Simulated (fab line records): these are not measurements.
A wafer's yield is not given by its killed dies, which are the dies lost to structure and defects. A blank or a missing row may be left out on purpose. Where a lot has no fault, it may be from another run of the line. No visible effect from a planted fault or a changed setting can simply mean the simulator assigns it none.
What tool caused it? ; flow sky130 ; route of 708 steps, sampled at 1 step: 11 lots, 33 wafers

== WHAT THE GAUGES READ, wafer by wafer ==
SKY_VIA2_BOW_MEAS_03. Usual: VIA2_BOW gives 86 um (standard deviation 7).
lot;measured;on;VIA2_BOW (um);flag
L661;day 36 09:27;film metro-01;86 75 88;
L663;day 36 20:10;film metro-01;90 90 96;
L664;day 37 02:49;film metro-01;92 88 84;
L668;day 38 13:23;film metro-01;74 79 83;
L670;day 38 14:55;film metro-04;81 83 72;
L674;day 39 20:37;film metro-01;84 86 94;
L678;day 41 09:08;film metro-04;93 80 88;
L679;day 41 11:33;film metro-03;90 82 94;
L680;day 42 05:55;film metro-01;83 94 82;
L681;day 42 12:50;film metro-04;93 90 87;
L682;day 42 21:19;film metro-04;82 89 90;

== WHAT TOOL EACH LOT RAN ON (gives the tool, then ch and the chambers of the sampled wafers, and finally the start) ==
The record shows no process step preceding these readings.

== WHAT THE TOOLS THEMSELVES READ (means of the sampled wafers that have a number; where no wafer has one, the mark that the record gives instead) ==
The record holds no such reading with a usual standard deviation.

== THE ANSWER, worked out from the rows above alone ==
Rule: lot off if the mean of its wafers having a number is beyond 3 standard deviations from the usual mean. A lot without any number at a reading at which 4 lots or more have one is off too. Where the step has rows for the other lots, those lots are counted as sound. After the gauges, taken in route order, come the tools' own readings; for these a lot's mean is taken, as printed above. The first step at which some lot is off is used, and at that step the reading that is off furthest; a lot without a number counts as furthest.
No lot is off at any reading shown: from this, nothing can be told.

== WHAT THE SIMULATOR HAD PUT IN ==
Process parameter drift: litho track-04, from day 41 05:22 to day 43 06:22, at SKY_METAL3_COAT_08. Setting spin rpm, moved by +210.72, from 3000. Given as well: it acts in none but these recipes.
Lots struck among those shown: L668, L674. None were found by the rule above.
